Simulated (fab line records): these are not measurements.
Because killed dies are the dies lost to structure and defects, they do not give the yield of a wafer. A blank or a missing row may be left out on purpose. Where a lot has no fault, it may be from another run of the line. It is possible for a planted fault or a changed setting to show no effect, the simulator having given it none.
What tool caused it? / flow sky130 / 24 lots with 72 wafers sampled at 5 steps, on a route of 708 steps

WHAT EACH GAUGE READ, for each wafer
SKY_CAP2M_RS_MEAS_03: the measuring method here is four-point-probe. Usual: for CAP2M_TIN_RS the level is 6.95 ohm/sq and the standard deviation is 0.081.
lot=L074; measured=day 39 18:28; on=film metro-02; CAP2M_TIN_RS (ohm/sq)=6.81 6.85 6.78; flag=
lot=L075; measured=day 40 00:22; on=film metro-04; CAP2M_TIN_RS (ohm/sq)=6.93 6.93 7.05; flag=
lot=L076; measured=day 40 07:14; on=film metro-04; CAP2M_TIN_RS (ohm/sq)=6.98 6.93 6.98; flag=
lot=L077; measured=day 40 17:35; on=film metro-04; CAP2M_TIN_RS (ohm/sq)=6.94 7.01 6.88; flag=
lot=L078; measured=day 41 07:28; on=film metro-02; CAP2M_TIN_RS (ohm/sq)=6.97 6.89 6.96; flag=
lot=L080; measured=day 41 08:59; on=film metro-04; CAP2M_TIN_RS (ohm/sq)=6.88 6.91 6.92; flag=
lot=L079; measured=day 41 09:47; on=film metro-01; CAP2M_TIN_RS (ohm/sq)=6.92 6.91 6.96; flag=
lot=L081; measured=day 42 09:07; on=film metro-01; CAP2M_TIN_RS (ohm/sq)=7.07 6.78 6.89; flag=
lot=L082; measured=day 42 17:46; on=film metro-01; CAP2M_TIN_RS (ohm/sq)=6.88 7.09 7.03; flag=
lot=L083; measured=day 42 20:05; on=film metro-02; CAP2M_TIN_RS (ohm/sq)=6.91 6.87 6.86; flag=
lot=L084; measured=day 43 02:06; on=film metro-04; CAP2M_TIN_RS (ohm/sq)=7.09 7.08 7.04; flag=
lot=L085; measured=day 43 08:30; on=film metro-01; CAP2M_TIN_RS (ohm/sq)=7.14 7.04 7.14; flag=
lot=L086; measured=day 43 10:35; on=film metro-04; CAP2M_TIN_RS (ohm/sq)=6.96 7.03 7.01; flag=
lot=L087; measured=day 43 15:26; on=film metro-02; CAP2M_TIN_RS (ohm/sq)=6.88 6.86 6.91; flag=
lot=L088; measured=day 44 02:41; on=film metro-01; CAP2M_TIN_RS (ohm/sq)=6.91 6.98 7.01; flag=
lot=L089; measured=day 44 14:22; on=film metro-04; CAP2M_TIN_RS (ohm/sq)=7.00 7.00 6.97; flag=
lot=L091; measured=day 45 03:19; on=film metro-01; CAP2M_TIN_RS (ohm/sq)=6.86 6.88 6.89; flag=
lot=L090; measured=day 45 05:50; on=film metro-01; CAP2M_TIN_RS (ohm/sq)=7.02 6.91 6.94; flag=
lot=L092; measured=day 45 06:43; on=film metro-04; CAP2M_TIN_RS (ohm/sq)=6.95 6.84 6.92; flag=
lot=L093; measured=day 45 09:16; on=film metro-04; CAP2M_TIN_RS (ohm/sq)=6.86 6.85 6.93; flag=
lot=L094; measured=day 45 11:23; on=film metro-01; CAP2M_TIN_RS (ohm/sq)=6.98 6.99 7.00; flag=
lot=L095; measured=day 46 00:45; on=film metro-01; CAP2M_TIN_RS (ohm/sq)=7.00 6.95 6.95; flag=
lot=L096; measured=day 45 23:37; on=film metro-02; CAP2M_TIN_RS (ohm/sq)=7.06 6.99 7.01; flag=
lot=L097; measured=day 46 06:34; on=film metro-01; CAP2M_TIN_RS (ohm/sq)=6.92 6.83 7.02; flag=

TOOL THAT RAN EACH LOT (tool first, then ch and the chambers of the sampled wafers, then the start)
lot=L074; SKY_VIA1_ETCH_14=rie diel-04 ch 0,2, day 34 00:10; SKY_VIA1_SPUTTER_20=pvd sputter-02, day 34 00:50; SKY_VIA2_ETCH_14=rie diel-02 ch 0,3, day 36 07:48; SKY_VIA2_STRIP_16=plasma asher-01 ch 0,1, day 36 07:59
lot=L075; SKY_VIA1_ETCH_14=rie diel-03 ch 1,2,3, day 34 04:02; SKY_VIA1_SPUTTER_20=pvd sputter-03, day 34 04:43; SKY_VIA2_ETCH_14=rie diel-02 ch 0,2,3, day 36 13:08; SKY_VIA2_STRIP_16=plasma asher-01 ch 0,1, day 36 13:15
lot=L076; SKY_VIA1_ETCH_14=rie diel-03 ch 0,1, day 34 15:31; SKY_VIA1_SPUTTER_20=pvd sputter-03, day 34 16:12; SKY_VIA2_ETCH_14=rie diel-04 ch 0,3, day 36 23:06; SKY_VIA2_STRIP_16=plasma asher-02 ch 0,1, day 36 23:12
lot=L077; SKY_VIA1_ETCH_14=rie diel-03 ch 0,1, day 35 00:55; SKY_VIA1_SPUTTER_20=pvd sputter-02, day 35 01:36; SKY_VIA2_ETCH_14=rie diel-04 ch 0,1,2, day 37 08:59; SKY_VIA2_STRIP_16=plasma asher-02 ch 0,1, day 37 09:06
lot=L078; SKY_VIA1_ETCH_14=rie diel-03 ch 0,2, day 35 15:28; SKY_VIA1_SPUTTER_20=pvd sputter-01, day 35 16:12; SKY_VIA2_ETCH_14=rie diel-02 ch 1,2, day 37 22:04; SKY_VIA2_STRIP_16=plasma asher-01 ch 0,1, day 37 22:10
lot=L080; SKY_VIA1_ETCH_14=rie diel-01 ch 0,1,2, day 35 16:56; SKY_VIA1_SPUTTER_20=pvd sputter-02, day 35 17:40; SKY_VIA2_ETCH_14=rie diel-04 ch 1,2, day 37 23:33; SKY_VIA2_STRIP_16=plasma asher-02 ch 0,1, day 37 23:39
lot=L079; SKY_VIA1_ETCH_14=rie diel-01 ch 1,3, day 35 18:01; SKY_VIA1_SPUTTER_20=pvd sputter-03, day 35 18:44; SKY_VIA2_ETCH_14=rie diel-02 ch 0,2,3, day 38 00:15; SKY_VIA2_STRIP_16=plasma asher-03 ch 0,1, day 38 00:21
lot=L081; SKY_VIA1_ETCH_14=rie diel-03 ch 0,2, day 36 17:58; SKY_VIA1_SPUTTER_20=pvd sputter-03, day 36 18:43; SKY_VIA2_ETCH_14=rie diel-03 ch 0,1, day 39 00:06; SKY_VIA2_STRIP_16=plasma asher-01 ch 0,1, day 39 00:12
lot=L082; SKY_VIA1_ETCH_14=rie diel-03 ch 2,3, day 37 05:01; SKY_VIA1_SPUTTER_20=pvd sputter-03, day 37 05:45; SKY_VIA2_ETCH_14=rie diel-02 ch 1,3, day 39 10:08; SKY_VIA2_STRIP_16=plasma asher-01 ch 0,1, day 39 10:17
lot=L083; SKY_VIA1_ETCH_14=rie diel-03 ch 0,2,3, day 37 07:19; SKY_VIA1_SPUTTER_20=pvd sputter-02, day 37 08:04; SKY_VIA2_ETCH_14=rie diel-04 ch 0,1,3, day 39 12:39; SKY_VIA2_STRIP_16=plasma asher-01 ch 0,1, day 39 12:46
lot=L084; SKY_VIA1_ETCH_14=rie diel-03 ch 0,1,3, day 37 14:25; SKY_VIA1_SPUTTER_20=pvd sputter-02, day 37 15:07; SKY_VIA2_ETCH_14=rie diel-04 ch 0,1,3, day 39 20:13; SKY_VIA2_STRIP_16=plasma asher-01 ch 0,1, day 39 20:19
lot=L085; SKY_VIA1_ETCH_14=rie diel-04 ch 0,1, day 37 21:29; SKY_VIA1_SPUTTER_20=pvd sputter-03, day 37 22:13; SKY_VIA2_ETCH_14=rie diel-02 ch 0,1,2, day 40 03:30; SKY_VIA2_STRIP_16=plasma asher-02 ch 0,1, day 40 03:36
lot=L086; SKY_VIA1_ETCH_14=rie diel-01 ch 1,2, day 37 21:55; SKY_VIA1_SPUTTER_20=pvd sputter-02, day 37 22:39; SKY_VIA2_ETCH_14=rie diel-04 ch 2,3, day 40 04:04; SKY_VIA2_STRIP_16=plasma asher-03 ch 0,1, day 40 04:12
lot=L087; SKY_VIA1_ETCH_14=rie diel-01 ch 1,3, day 38 04:58; SKY_VIA1_SPUTTER_20=pvd sputter-03, day 38 05:40; SKY_VIA2_ETCH_14=rie diel-02 ch 1,2, day 40 09:50; SKY_VIA2_STRIP_16=plasma asher-01 ch 0, day 40 09:57
lot=L088; SKY_VIA1_ETCH_14=rie diel-03 ch 0,3, day 38 16:55; SKY_VIA1_SPUTTER_20=pvd sputter-01, day 38 17:37; SKY_VIA2_ETCH_14=rie diel-02 ch 0,2, day 40 21:30; SKY_VIA2_STRIP_16=plasma asher-03 ch 0,1, day 40 21:38
lot=L089; SKY_VIA1_ETCH_14=rie diel-01 ch 1,2,3, day 39 05:47; SKY_VIA1_SPUTTER_20=pvd sputter-03, day 39 06:29; SKY_VIA2_ETCH_14=rie diel-04 ch 0,2,3, day 41 10:38; SKY_VIA2_STRIP_16=plasma asher-02 ch 0,1, day 41 10:45
lot=L091; SKY_VIA1_ETCH_14=rie diel-01 ch 0,1,3, day 39 21:01; SKY_VIA1_SPUTTER_20=pvd sputter-01, day 39 21:42; SKY_VIA2_ETCH_14=rie diel-03 ch 0,1,2, day 42 01:41; SKY_VIA2_STRIP_16=plasma asher-02 ch 0,1, day 42 01:47
lot=L090; SKY_VIA1_ETCH_14=rie diel-03 ch 2,3, day 39 23:16; SKY_VIA1_SPUTTER_20=pvd sputter-03, day 39 23:56; SKY_VIA2_ETCH_14=rie diel-02 ch 0,1,2, day 42 03:11; SKY_VIA2_STRIP_16=plasma asher-01 ch 0,1, day 42 03:18
lot=L092; SKY_VIA1_ETCH_14=rie diel-04 ch 0,3, day 39 23:55; SKY_VIA1_SPUTTER_20=pvd sputter-03, day 40 00:36; SKY_VIA2_ETCH_14=rie diel-04 ch 1,2, day 42 04:11; SKY_VIA2_STRIP_16=plasma asher-01 ch 0,1, day 42 04:20
lot=L093; SKY_VIA1_ETCH_14=rie diel-04 ch 1,2,3, day 40 01:35; SKY_VIA1_SPUTTER_20=pvd sputter-01, day 40 02:18; SKY_VIA2_ETCH_14=rie diel-04 ch 1,3, day 42 07:11; SKY_VIA2_STRIP_16=plasma asher-02 ch 0,1, day 42 07:18
lot=L094; SKY_VIA1_ETCH_14=rie diel-04 ch 0,1,2, day 40 05:35; SKY_VIA1_SPUTTER_20=pvd sputter-01, day 40 06:37; SKY_VIA2_ETCH_14=rie diel-03 ch 0,1,2, day 42 10:00; SKY_VIA2_STRIP_16=plasma asher-01 ch 0,1, day 42 10:08
lot=L095; SKY_VIA1_ETCH_14=rie diel-04 ch 0,2,3, day 40 20:46; SKY_VIA1_SPUTTER_20=pvd sputter-03, day 40 21:32; SKY_VIA2_ETCH_14=rie diel-03 ch 0,1,3, day 43 00:12; SKY_VIA2_STRIP_16=plasma asher-02 ch 0,1, day 43 00:19
lot=L096; SKY_VIA1_ETCH_14=rie diel-01 ch 2,3, day 40 21:07; SKY_VIA1_SPUTTER_20=pvd sputter-01, day 40 21:53; SKY_VIA2_ETCH_14=rie diel-02 ch 2,3, day 43 00:32; SKY_VIA2_STRIP_16=plasma asher-01 ch 0,1, day 43 00:39
lot=L097; SKY_VIA1_ETCH_14=rie diel-03 ch 1,2,3, day 41 04:07; SKY_VIA1_SPUTTER_20=pvd sputter-01, day 41 04:51; SKY_VIA2_ETCH_14=rie diel-02 ch 0,1,3, day 43 07:31; SKY_VIA2_STRIP_16=plasma asher-03 ch 0,1, day 43 07:37
- SKY_VIA1_ETCH_14: etches BARC in N2/H2, stops on SiO2, time 45.9 s, target depth 60 nm.
- SKY_VIA1_SPUTTER_20: material TiN, target thk 20 nm, time 80 s.
- SKY_VIA2_ETCH_14: etches BARC in N2/H2, stops on SiO2, time 45.9 s, target depth 60 nm.
- SKY_VIA2_STRIP_16: strips in O2/N2.

WHAT THE TOOLS THEMSELVES READ (means of the sampled wafers that have a number; where no wafer has one, the mark that the record gives instead)
SKY_VIA1_ETCH_14. Usual: drypump motor current A 5.6 A, standard deviation 0.39; oes product au 0.856 a.u., standard deviation 0.0047; throttle valve pct 13.226 %, standard deviation 0.0083.
lot=L074; tool=rie diel-04; drypump motor current A (A)=5.9; oes product au (a.u.)=0.854; throttle valve pct (%)=13.226; flag=
lot=L075; tool=rie diel-03; drypump motor current A (A)=5.4; oes product au (a.u.)=0.855; throttle valve pct (%)=13.227; flag=
lot=L076; tool=rie diel-03; drypump motor current A (A)=5.9; oes product au (a.u.)=0.858; throttle valve pct (%)=13.226; flag=
lot=L077; tool=rie diel-03; drypump motor current A (A)=5.9; oes product au (a.u.)=0.853; throttle valve pct (%)=13.223; flag=
lot=L078; tool=rie diel-03; drypump motor current A (A)=5.7; oes product au (a.u.)=0.857; throttle valve pct (%)=13.222; flag=
lot=L080; tool=rie diel-01; drypump motor current A (A)=5.2; oes product au (a.u.)=0.851; throttle valve pct (%)=13.222; flag=
lot=L079; tool=rie diel-01; drypump motor current A (A)=5.2; oes product au (a.u.)=0.856; throttle valve pct (%)=13.225; flag=
lot=L081; tool=rie diel-03; drypump motor current A (A)=5.7; oes product au (a.u.)=0.856; throttle valve pct (%)=13.221; flag=
lot=L082; tool=rie diel-03; drypump motor current A (A)=5.4; oes product au (a.u.)=0.857; throttle valve pct (%)=13.220; flag=
lot=L083; tool=rie diel-03; drypump motor current A (A)=5.7; oes product au (a.u.)=0.858; throttle valve pct (%)=13.235; flag=
lot=L084; tool=rie diel-03; drypump motor current A (A)=5.6; oes product au (a.u.)=0.857; throttle valve pct (%)=13.230; flag=
lot=L085; tool=rie diel-04; drypump motor current A (A)=5.8; oes product au (a.u.)=0.855; throttle valve pct (%)=13.228; flag=
lot=L086; tool=rie diel-01; drypump motor current A (A)=5.2; oes product au (a.u.)=0.856; throttle valve pct (%)=13.226; flag=
lot=L087; tool=rie diel-01; drypump motor current A (A)=5.2; oes product au (a.u.)=0.861; throttle valve pct (%)=13.231; flag=
lot=L088; tool=rie diel-03; drypump motor current A (A)=5.9; oes product au (a.u.)=0.860; throttle valve pct (%)=13.220; flag=
lot=L089; tool=rie diel-01; drypump motor current A (A)=5.4; oes product au (a.u.)=0.852; throttle valve pct (%)=13.224; flag=
lot=L091; tool=rie diel-01; drypump motor current A (A)=5.3; oes product au (a.u.)=0.855; throttle valve pct (%)=13.230; flag=
lot=L090; tool=rie diel-03; drypump motor current A (A)=5.4; oes product au (a.u.)=0.855; throttle valve pct (%)=13.228; flag=
lot=L092; tool=rie diel-04; drypump motor current A (A)=5.6; oes product au (a.u.)=0.858; throttle valve pct (%)=13.231; flag=
lot=L093; tool=rie diel-04; drypump motor current A (A)=6.1; oes product au (a.u.)=0.859; throttle valve pct (%)=13.220; flag=
lot=L094; tool=rie diel-04; drypump motor current A (A)=6.0; oes product au (a.u.)=0.859; throttle valve pct (%)=13.230; flag=
lot=L095; tool=rie diel-04; drypump motor current A (A)=5.9; oes product au (a.u.)=0.848; throttle valve pct (%)=13.232; flag=
lot=L096; tool=rie diel-01; drypump motor current A (A)=5.5; oes product au (a.u.)=0.856; throttle valve pct (%)=13.231; flag=
lot=L097; tool=rie diel-03; drypump motor current A (A)=5.3; oes product au (a.u.)=0.854; throttle valve pct (%)=13.224; flag=

SKY_VIA1_SPUTTER_20. Usual: throttle valve pct at 30.4 %, with a standard deviation of 0.74.
lot=L074; tool=pvd sputter-02; throttle valve pct (%)=30.3; flag=
lot=L075; tool=pvd sputter-03; throttle valve pct (%)=30.9; flag=
lot=L076; tool=pvd sputter-03; throttle valve pct (%)=30.5; flag=
lot=L077; tool=pvd sputter-02; throttle valve pct (%)=31.2; flag=
lot=L078; tool=pvd sputter-01; throttle valve pct (%)=30.8; flag=
lot=L080; tool=pvd sputter-02; throttle valve pct (%)=30.0; flag=
lot=L079; tool=pvd sputter-03; throttle valve pct (%)=30.4; flag=
lot=L081; tool=pvd sputter-03; throttle valve pct (%)=30.9; flag=
lot=L082; tool=pvd sputter-03; throttle valve pct (%)=30.4; flag=
lot=L083; tool=pvd sputter-02; throttle valve pct (%)=30.6; flag=
lot=L084; tool=pvd sputter-02; throttle valve pct (%)=30.4; flag=
lot=L085; tool=pvd sputter-03; throttle valve pct (%)=30.5; flag=
lot=L086; tool=pvd sputter-02; throttle valve pct (%)=29.7; flag=
lot=L087; tool=pvd sputter-03; throttle valve pct (%)=30.1; flag=
lot=L088; tool=pvd sputter-01; throttle valve pct (%)=30.6; flag=
lot=L089; tool=pvd sputter-03; throttle valve pct (%)=29.7; flag=
lot=L091; tool=pvd sputter-01; throttle valve pct (%)=30.7; flag=
lot=L090; tool=pvd sputter-03; throttle valve pct (%)=29.9; flag=
lot=L092; tool=pvd sputter-03; throttle valve pct (%)=30.7; flag=
lot=L093; tool=pvd sputter-01; throttle valve pct (%)=30.3; flag=
lot=L094; tool=pvd sputter-01; throttle valve pct (%)=31.0; flag=
lot=L095; tool=pvd sputter-03; throttle valve pct (%)=30.2; flag=
lot=L096; tool=pvd sputter-01; throttle valve pct (%)=30.7; flag=
lot=L097; tool=pvd sputter-01; throttle valve pct (%)=30.6; flag=

SKY_VIA2_ETCH_14. Usual: drypump motor current A 5.7 A, standard deviation 0.42; oes product au 0.855 a.u., standard deviation 0.0053; throttle valve pct 13.224 %, standard deviation 0.0087.
lot=L074; tool=rie diel-02; drypump motor current A (A)=5.3; oes product au (a.u.)=0.859; throttle valve pct (%)=13.223; flag=
lot=L075; tool=rie diel-02; drypump motor current A (A)=5.4; oes product au (a.u.)=0.855; throttle valve pct (%)=13.227; flag=
lot=L076; tool=rie diel-04; drypump motor current A (A)=5.7; oes product au (a.u.)=0.854; throttle valve pct (%)=13.224; flag=
lot=L077; tool=rie diel-04; drypump motor current A (A)=6.0; oes product au (a.u.)=0.862; throttle valve pct (%)=13.217; flag=
lot=L078; tool=rie diel-02; drypump motor current A (A)=5.7; oes product au (a.u.)=0.852; throttle valve pct (%)=13.223; flag=
lot=L080; tool=rie diel-04; drypump motor current A (A)=6.2; oes product au (a.u.)=0.857; throttle valve pct (%)=13.226; flag=
lot=L079; tool=rie diel-02; drypump motor current A (A)=5.4; oes product au (a.u.)=0.860; throttle valve pct (%)=13.223; flag=
lot=L081; tool=rie diel-03; drypump motor current A (A)=5.5; oes product au (a.u.)=0.854; throttle valve pct (%)=13.223; flag=
lot=L082; tool=rie diel-02; drypump motor current A (A)=6.0; oes product au (a.u.)=0.852; throttle valve pct (%)=13.228; flag=
lot=L083; tool=rie diel-04; drypump motor current A (A)=5.9; oes product au (a.u.)=0.857; throttle valve pct (%)=13.224; flag=
lot=L084; tool=rie diel-04; drypump motor current A (A)=5.9; oes product au (a.u.)=0.857; throttle valve pct (%)=13.229; flag=
lot=L085; tool=rie diel-02; drypump motor current A (A)=5.4; oes product au (a.u.)=0.851; throttle valve pct (%)=13.220; flag=
lot=L086; tool=rie diel-04; drypump motor current A (A)=5.9; oes product au (a.u.)=0.856; throttle valve pct (%)=13.224; flag=
lot=L087; tool=rie diel-02; drypump motor current A (A)=5.5; oes product au (a.u.)=0.850; throttle valve pct (%)=13.223; flag=
lot=L088; tool=rie diel-02; drypump motor current A (A)=5.1; oes product au (a.u.)=0.854; throttle valve pct (%)=13.226; flag=
lot=L089; tool=rie diel-04; drypump motor current A (A)=5.8; oes product au (a.u.)=0.859; throttle valve pct (%)=13.221; flag=
lot=L091; tool=rie diel-03; drypump motor current A (A)=5.6; oes product au (a.u.)=0.853; throttle valve pct (%)=13.228; flag=
lot=L090; tool=rie diel-02; drypump motor current A (A)=5.4; oes product au (a.u.)=0.854; throttle valve pct (%)=13.222; flag=
lot=L092; tool=rie diel-04; drypump motor current A (A)=6.2; oes product au (a.u.)=0.856; throttle valve pct (%)=13.231; flag=
lot=L093; tool=rie diel-04; drypump motor current A (A)=6.1; oes product au (a.u.)=0.854; throttle valve pct (%)=13.231; flag=
lot=L094; tool=rie diel-03; drypump motor current A (A)=5.6; oes product au (a.u.)=0.855; throttle valve pct (%)=13.219; flag=
lot=L095; tool=rie diel-03; drypump motor current A (A)=5.6; oes product au (a.u.)=0.857; throttle valve pct (%)=13.222; flag=
lot=L096; tool=rie diel-02; drypump motor current A (A)=5.8; oes product au (a.u.)=0.855; throttle valve pct (%)=13.227; flag=
lot=L097; tool=rie diel-02; drypump motor current A (A)=5.7; oes product au (a.u.)=0.854; throttle valve pct (%)=13.227; flag=

SKY_VIA2_STRIP_16. Usual: drypump motor current A 5.5 A, standard deviation 0.36; oes product au 0.399 a.u., standard deviation 0.0046; strip time to endpoint s 4.056 s, standard deviation 0.026.
lot=L074; tool=plasma asher-01; drypump motor current A (A)=5.7; oes product au (a.u.)=0.399; strip time to endpoint s (s)=4.065; flag=
lot=L075; tool=plasma asher-01; drypump motor current A (A)=5.7; oes product au (a.u.)=0.400; strip time to endpoint s (s)=4.056; flag=
lot=L076; tool=plasma asher-02; drypump motor current A (A)=5.1; oes product au (a.u.)=0.400; strip time to endpoint s (s)=4.063; flag=
lot=L077; tool=plasma asher-02; drypump motor current A (A)=5.1; oes product au (a.u.)=0.402; strip time to endpoint s (s)=4.039; flag=
lot=L078; tool=plasma asher-01; drypump motor current A (A)=5.7; oes product au (a.u.)=0.399; strip time to endpoint s (s)=4.052; flag=
lot=L080; tool=plasma asher-02; drypump motor current A (A)=5.1; oes product au (a.u.)=0.401; strip time to endpoint s (s)=4.053; flag=
lot=L079; tool=plasma asher-03; drypump motor current A (A)=6.0; oes product au (a.u.)=0.398; strip time to endpoint s (s)=4.076; flag=
lot=L081; tool=plasma asher-01; drypump motor current A (A)=5.7; oes product au (a.u.)=0.396; strip time to endpoint s (s)=4.080; flag=
lot=L082; tool=plasma asher-01; drypump motor current A (A)=5.7; oes product au (a.u.)=0.394; strip time to endpoint s (s)=4.022; flag=
lot=L083; tool=plasma asher-01; drypump motor current A (A)=5.7; oes product au (a.u.)=0.397; strip time to endpoint s (s)=4.063; flag=
lot=L084; tool=plasma asher-01; drypump motor current A (A)=5.7; oes product au (a.u.)=0.398; strip time to endpoint s (s)=4.067; flag=
lot=L085; tool=plasma asher-02; drypump motor current A (A)=5.1; oes product au (a.u.)=0.395; strip time to endpoint s (s)=4.047; flag=
lot=L086; tool=plasma asher-03; drypump motor current A (A)=5.8; oes product au (a.u.)=0.400; strip time to endpoint s (s)=4.061; flag=
lot=L087; tool=plasma asher-01; drypump motor current A (A)=5.8; oes product au (a.u.)=0.401; strip time to endpoint s (s)=4.027; flag=
lot=L088; tool=plasma asher-03; drypump motor current A (A)=6.0; oes product au (a.u.)=0.403; strip time to endpoint s (s)=4.038; flag=
lot=L089; tool=plasma asher-02; drypump motor current A (A)=5.1; oes product au (a.u.)=0.401; strip time to endpoint s (s)=4.084; flag=
lot=L091; tool=plasma asher-02; drypump motor current A (A)=5.1; oes product au (a.u.)=0.404; strip time to endpoint s (s)=4.094; flag=
lot=L090; tool=plasma asher-01; drypump motor current A (A)=5.7; oes product au (a.u.)=0.400; strip time to endpoint s (s)=4.037; flag=
lot=L092; tool=plasma asher-01; drypump motor current A (A)=5.7; oes product au (a.u.)=0.397; strip time to endpoint s (s)=4.045; flag=
lot=L093; tool=plasma asher-02; drypump motor current A (A)=5.1; oes product au (a.u.)=0.400; strip time to endpoint s (s)=4.079; flag=
lot=L094; tool=plasma asher-01; drypump motor current A (A)=5.7; oes product au (a.u.)=0.401; strip time to endpoint s (s)=4.091; flag=
lot=L095; tool=plasma asher-02; drypump motor current A (A)=5.1; oes product au (a.u.)=0.397; strip time to endpoint s (s)=4.067; flag=
lot=L096; tool=plasma asher-01; drypump motor current A (A)=5.7; oes product au (a.u.)=0.396; strip time to endpoint s (s)=4.013; flag=
lot=L097; tool=plasma asher-03; drypump motor current A (A)=6.0; oes product au (a.u.)=0.399; strip time to endpoint s (s)=4.051; flag=

THE ANSWER, worked out from the rows above alone
Rule: a lot counts as off when the mean over its wafers that have a number is more than 3 standard deviations away from the usual mean. Also off: a lot with no number at a reading for which 4 or more lots have one. Where the step has rows for the other lots, those lots are counted as sound. After the gauges, taken in route order, come the tools' own readings; for these a lot's mean is taken, as printed above. At the first step where some lot is off, the reading lying furthest off is the one used; lots without a number count as furthest.
No lot is off at any reading shown: from this, nothing can be told.

WHAT WAS PUT IN BY THE SIMULATOR
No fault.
